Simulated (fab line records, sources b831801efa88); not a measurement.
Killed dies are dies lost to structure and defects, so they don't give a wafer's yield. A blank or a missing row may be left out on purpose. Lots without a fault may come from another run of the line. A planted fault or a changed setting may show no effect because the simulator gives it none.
One fault seen from 2 desks | flow sky130 | each desk has only its own numbers; what lay behind them comes last

THE TOOL OWNER'S DESK: iline_stepper-01
The tool's own readings at SKY_GATE_OXIDE_EXPOSE_07 (exposes mask LVOM, target cd 600 nm): means of the sampled wafers that have a number, for each lot that ran on this tool. A lot is out of limits, marked OUT, if its mean lies more than 4 standard deviations from the usual mean; the brackets give that distance.
Columns: A = exposure_dose_mJ_cm2 at SKY_GATE_OXIDE_EXPOSE_07, usual 169.98
lot  | first seen here | A
L212 | day 13 17:55    | 170.08
L213 | day 13 23:02    | 170.33
L215 | day 14 10:32    | 170.14
L216 | day 14 22:07    | 169.85
L218 | day 15 16:00    | 170.04
L219 | day 16 01:56    | 170.04
This desk's finding: nothing out of limits on any of the 6 lots.

THE METROLOGY DESK
What the gauges read, lot by lot, whatever tool the lot ran on: means of the sampled wafers that have a number. A lot is out of limits, marked OUT, if its mean lies more than 4 standard deviations from the usual mean; the brackets give that distance.
Columns: A = SONOS_ONO_CVD_02_THK at SKY_SONOS_ONO_THK_MEAS_03, usual 10.55 nm; B = cd_nm at SKY_SONOS_ONO_CD_MEAS_13, usual 409.9 nm; C = GATE_OXIDE_OVL at SKY_GATE_OXIDE_OVL_MEAS_10, usual 0.1 nm
lot  | first seen here | A     | B     | C
L211 | day 11 18:14    | 10.84 | 411.5 | -0.2
L212 | day 12 00:34    | 10.61 | 409.5 | -0.8
L213 | day 12 04:50    | 10.71 | 411.6 | -0.4
L215 | day 12 15:05    | 10.52 | 410.2 | -92.9 (-78) OUT
L216 | day 13 03:44    | 10.51 | 407.0 | -92.6 (-77) OUT
L218 | day 13 18:30    | 10.44 | 414.6 | -92.4 (-77) OUT
L219 | day 14 05:43    | 10.57 | 412.0 | -93.4 (-78) OUT
L223 | day 15 11:33    | 10.64 | 408.6 | 0.9
L227 | day 16 16:45    | 10.59 | 404.9 | 1.6
L229 | day 17 06:17    | 10.56 | 409.3 | 1.0
L231 | day 17 22:09    | 10.54 | 409.4 | 0.4
L232 | day 18 10:01    | 10.39 | 404.9 | 1.0
This desk's finding: out of limits on L215, L216, L218, L219; first on L215, day 14 23:35 (GATE_OXIDE_OVL at SKY_GATE_OXIDE_OVL_MEAS_10). In limits: L211, L212, L213, L223, L227, L229, L231, L232.

PUT TOGETHER
The metrology desk could have raised an alarm at day 14 23:35, on L215, L216, L218, L219.
The tool owner's desk saw nothing out of limits.
The tool owner's desk has L215, L216, L218, L219 on record, within its limits.
Of the lots named, all ran SKY_GATE_OXIDE_EXPOSE_07 on iline_stepper-01.

WHAT THE SIMULATOR HAD PUT IN
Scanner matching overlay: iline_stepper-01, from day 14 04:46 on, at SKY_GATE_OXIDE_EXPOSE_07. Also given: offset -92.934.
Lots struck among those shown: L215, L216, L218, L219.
Hours from the fault's start to each desk's first reading out of limits: the metrology desk, 19.
